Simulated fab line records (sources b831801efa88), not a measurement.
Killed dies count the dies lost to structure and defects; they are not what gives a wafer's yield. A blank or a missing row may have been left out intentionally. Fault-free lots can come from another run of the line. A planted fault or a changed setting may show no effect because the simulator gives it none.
The same fault as seen by 2 desks	flow gf180mcu	each desk has only its own numbers; what lay behind them comes last

AT THE METROLOGY DESK
Lot by lot, what the gauges showed, no matter which tool ran the lot: averages of those sampled wafers that carry a number. Any lot whose mean is over 4 standard deviations away from the usual mean is out of limits and marked OUT; that distance is given in the brackets.
Columns: A = NWELL_OVL at GF_NWELL_OVL_MEAS_07, usual 0.3 nm; B = NWELL_TW at GF_NWELL_TW_MEAS_11, usual 1577
lot	first seen here	A	B
L416	day 3 07:33	-2.5	1561
L417	day 3 12:42	1.0	1596
L419	day 3 22:53	-0.6	1573
L420	day 4 05:29	2.3	1549
L421	day 4 10:20	52.4 (+35) OUT	1607
L422	day 4 16:48	51.0 (+34) OUT	1558
L424	day 5 02:48	-0.0	1572
L425	day 5 08:38	53.2 (+35) OUT	1571
L428	day 5 23:32	53.1 (+35) OUT	1603
L433	day 7 03:35	0.5	1604
L435	day 7 14:56	0.2	1576
L436	day 7 20:08	2.5	1600
This desk's finding: out of limits on L421, L422, L425, L428; first on L421, day 4 10:20 (NWELL_OVL at GF_NWELL_OVL_MEAS_07). Within limits: L416, L417, L419, L420, L424, L433, L435, L436.

DESK OF THE TOOL OWNER: iline-stepper-01
The tool's own readings at GF_NWELL_EXPOSE_04 (exposes mask Nwell, target cd 860 nm): means of the sampled wafers that have a number, for each lot that ran on this tool. Any lot whose mean is over 4 standard deviations away from the usual mean is out of limits and marked OUT; that distance is given in the brackets.
Columns: A = exposure-dose-mJ-cm2 at GF_NWELL_EXPOSE_04, usual 260.01
lot	first seen here	A
L416	day 3 01:30	259.99
L417	day 3 06:08	259.84
L419	day 3 16:59	260.14
L421	day 4 03:25	260.24
L422	day 4 09:59	260.16
L425	day 5 01:07	259.88
L428	day 5 16:44	259.91
Finding of this desk: none of the 7 lots has anything out of limits.

TAKEN TOGETHER
The metrology desk could have raised an alarm at day 4 10:20, on L421, L422, L425, L428.
The desk of the tool owner found nothing out of limits.
On record at the tool owner's desk: L421, L422, L425, L428, within its limits.
The lots listed all ran GF_NWELL_EXPOSE_04 on iline-stepper-01.

WHAT THE SIMULATOR PUT IN
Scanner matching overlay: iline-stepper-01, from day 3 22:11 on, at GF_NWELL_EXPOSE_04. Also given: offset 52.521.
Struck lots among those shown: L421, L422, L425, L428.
Per desk, hours elapsed from the start of the fault to the first reading out of limits: for the metrology desk, 12.
